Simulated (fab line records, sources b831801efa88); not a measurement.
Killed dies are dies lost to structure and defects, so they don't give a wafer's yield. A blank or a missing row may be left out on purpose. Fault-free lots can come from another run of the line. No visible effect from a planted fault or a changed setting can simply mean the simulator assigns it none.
What tool caused it? ; flow sky130 ; 15 lots, 45 wafers sampled, at 3 steps of a route of 708

## WHAT EACH GAUGE READ, for each wafer
SKY_FIELD_ISO_THK_MEAS_04. Usual: FIELD_ISO_CVD_03_THK 164.8 nm, standard deviation 1.7.
lot;measured;on;FIELD_ISO_CVD_03_THK (nm);flag
L505;day 1 15:41;film metro-01;163.0 162.4 164.1;
L506;day 1 19:26;film metro-01;166.4 169.0 167.3;
L509;day 2 11:08;film metro-04;164.0 164.7 164.8;
L512;day 3 01:13;film metro-04;163.7 161.7 163.0;
L514;day 3 11:10;film metro-04;168.3 167.9 167.2;
L515;day 3 15:33;film metro-04;165.3 166.5 166.8;
L516;day 3 21:05;film metro-04;164.9 165.7 164.9;
L517;day 4 02:00;film metro-01;162.3 164.0 165.2;
L518;day 4 07:09;film metro-01;165.0 164.7 164.5;
L521;day 5 01:29;film metro-02;166.4 165.5 165.9;
L522;day 5 05:50;film metro-01;165.4 167.5 166.0;
L523;day 5 08:39;film metro-02;163.0 162.6 163.2;
L524;day 5 12:59;film metro-01;164.8 162.9 163.5;
L526;day 6 00:49;film metro-01;163.7 164.3 164.3;
L528;day 6 10:29;film metro-01;165.0 166.6 164.9;

SKY_POLY_GATE_THK_MEAS_04. Usual: POLY_GATE_CVD_03_THK 74.6 nm, standard deviation 0.8.
lot;measured;on;POLY_GATE_CVD_03_THK (nm);flag
L505;day 15 06:37;film metro-02;75.3 74.4 75.3;
L506;day 15 13:53;film metro-01;74.2 74.9 74.4;
L509;day 16 15:51;film metro-02;74.6 74.9 74.4;
L512;day 17 17:33;film metro-02;75.7 75.6 76.2;
L514;day 18 18:16;film metro-03;74.3 75.0 75.6;
L515;day 19 07:16;film metro-01;76.2 76.2 75.7;
L516;day 19 17:23;film metro-03;76.0 75.9 75.8;
L517;day 20 00:27;film metro-01;73.7 73.6 72.8;
L518;day 20 07:18;film metro-01;74.5 74.2 74.5;
L521;day 21 08:34;film metro-02;74.2 74.2 74.1;
L522;day 21 20:31;film metro-03;74.0 73.9 74.2;
L523;day 22 01:57;film metro-01;74.3 73.1 73.2;
L524;day 22 08:44;film metro-01;74.0 74.3 75.3;
L526;day 22 23:22;film metro-03;74.9 74.5 74.2;
L528;day 23 20:03;film metro-02;75.0 74.4 74.4;

SKY_LDD_P_OVL_MEAS_08. Usual: LDD_P_OVL -0.5 nm, standard deviation 1.1.
lot;measured;on;LDD_P_OVL (nm);flag
L505;day 19 00:01;overlay-02;-0.7 -1.8 -0.8;
L506;day 19 08:34;overlay-02;-0.6 0.4 -1.8;
L509;day 20 14:49;overlay-01;-1.5 -2.2 -1.5;
L512;day 21 17:25;overlay-01;-0.3 -1.0 -0.9;
L514;day 22 21:07;overlay-02;-0.2 0.1 1.5;
L515;day 23 09:43;overlay-02;1.6 0.8 0.7;
L516;day 23 20:03;overlay-01;-1.3 -2.1 -1.7;
L517;day 24 00:46;overlay-02;0.2 -0.2 -0.4;
L518;day 24 06:10;overlay-02;0.2 0.1 0.4;
L521;day 25 07:07;overlay-01;0.1 -0.3 0.7;
L522;day 25 18:31;overlay-02;-0.6 -1.7 0.4;
L523;day 25 23:01;overlay-02;0.2 -0.3 -0.3;
L524;day 26 04:37;overlay-02;-0.5 -0.2 -1.5;
L526;day 26 19:46;overlay-02;2.2 0.7 0.5;
L528;day 27 15:22;overlay-01;-0.2 -0.9 0.1;

## TOOL THAT RAN EACH LOT (tool first, then ch and the chambers of the sampled wafers, then the start)
There is no process step in the record ahead of these readings.

## AS READ BY THE TOOLS THEMSELVES (means over the sampled wafers that have a number; for cases with no such wafer, the mark the record gives instead)
The record holds no such reading with a usual standard deviation.

## THE ANSWER, worked out from the rows above alone
Rule: a lot counts as off when the mean over its wafers that have a number is more than 3 standard deviations away from the usual mean. Also off: a lot with no number at a reading for which 4 or more lots have one. All remaining lots with rows at the step are treated as sound. After the gauges, taken in route order, come the tools' own readings; for these a lot's mean is taken, as printed above. At the first step where some lot is off, the reading lying furthest off is the one used; lots without a number count as furthest.
No lot is off at any reading shown: from this, nothing can be told.

## WHAT WAS PUT IN BY THE SIMULATOR
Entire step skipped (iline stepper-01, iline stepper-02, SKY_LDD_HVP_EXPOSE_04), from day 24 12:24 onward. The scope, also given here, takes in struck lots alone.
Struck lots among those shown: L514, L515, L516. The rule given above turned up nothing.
